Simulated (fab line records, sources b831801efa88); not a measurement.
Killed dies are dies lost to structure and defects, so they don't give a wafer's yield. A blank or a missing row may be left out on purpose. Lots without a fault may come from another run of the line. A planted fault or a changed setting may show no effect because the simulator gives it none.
Which tool did it? | flow sfq_line | 15 lots, 45 wafers sampled, at 1 step of a route of 325

WHAT THE GAUGES READ, wafer by wafer
SFQ_M0_OVL_MEAS_906.
lot  | measured     | on         | M0_OVL (nm)
L573 | day 6 16:06  | overlay-02 | 3 5 3
L574 | day 6 19:41  | overlay-01 | -1 1 -7
L576 | day 7 13:47  | overlay-02 | 1 12 2
L578 | day 8 02:33  | overlay-02 | 4 5 9
L579 | day 8 03:44  | overlay-01 | -4 5 0
L581 | day 8 14:21  | overlay-02 | -5 -1 -6
L582 | day 8 17:56  | overlay-01 | 0 3 4
L584 | day 9 02:21  | overlay-01 | -8 -11 0
L587 | day 9 20:20  | overlay-02 | 8 11 2
L588 | day 10 03:32 | overlay-01 | -3 -12 -4
L589 | day 10 05:56 | overlay-01 | -2 -5 0
L592 | day 11 03:44 | overlay-01 | 3 9 5
L593 | day 11 14:20 | overlay-01 | -3 7 2
L594 | day 11 17:56 | overlay-02 | -9 0 -2
L596 | day 12 02:20 | overlay-02 | -6 3 6

WHICH TOOL RAN EACH LOT (tool, then ch and the chambers of the sampled wafers, then the start)
The record holds no process step before these readings.

WHAT THE TOOLS THEMSELVES READ (means of the sampled wafers that have a number; where no wafer has one, the mark that the record gives instead)
The record holds no such reading with a usual standard deviation.

THE ANSWER, worked out from the rows above alone
Rule: what is usual is taken from the lots themselves. Put in order of their means at a reading, lots are off if they are a third of the lots or fewer, leave a main group of 4 or more, and stand apart from it by a gap of 3 or more times the standard deviation of the main group's means; of several such gaps the widest counts. A main group whose means are all the same, to the digits that the tables above print for the reading, isn't used. A lot without any number at a reading at which 4 lots or more have one is off too. The other lots that the step has rows for count as sound. The gauges are gone through in route order, then the tools' own readings, and for those a lot's mean is taken as printed above. The first step at which some lot is off is used, and at that step the reading that is off furthest; a lot without a number counts as furthest.
No lot is off at any reading shown: from this, nothing can be told.

WHAT THE SIMULATOR HAD PUT IN
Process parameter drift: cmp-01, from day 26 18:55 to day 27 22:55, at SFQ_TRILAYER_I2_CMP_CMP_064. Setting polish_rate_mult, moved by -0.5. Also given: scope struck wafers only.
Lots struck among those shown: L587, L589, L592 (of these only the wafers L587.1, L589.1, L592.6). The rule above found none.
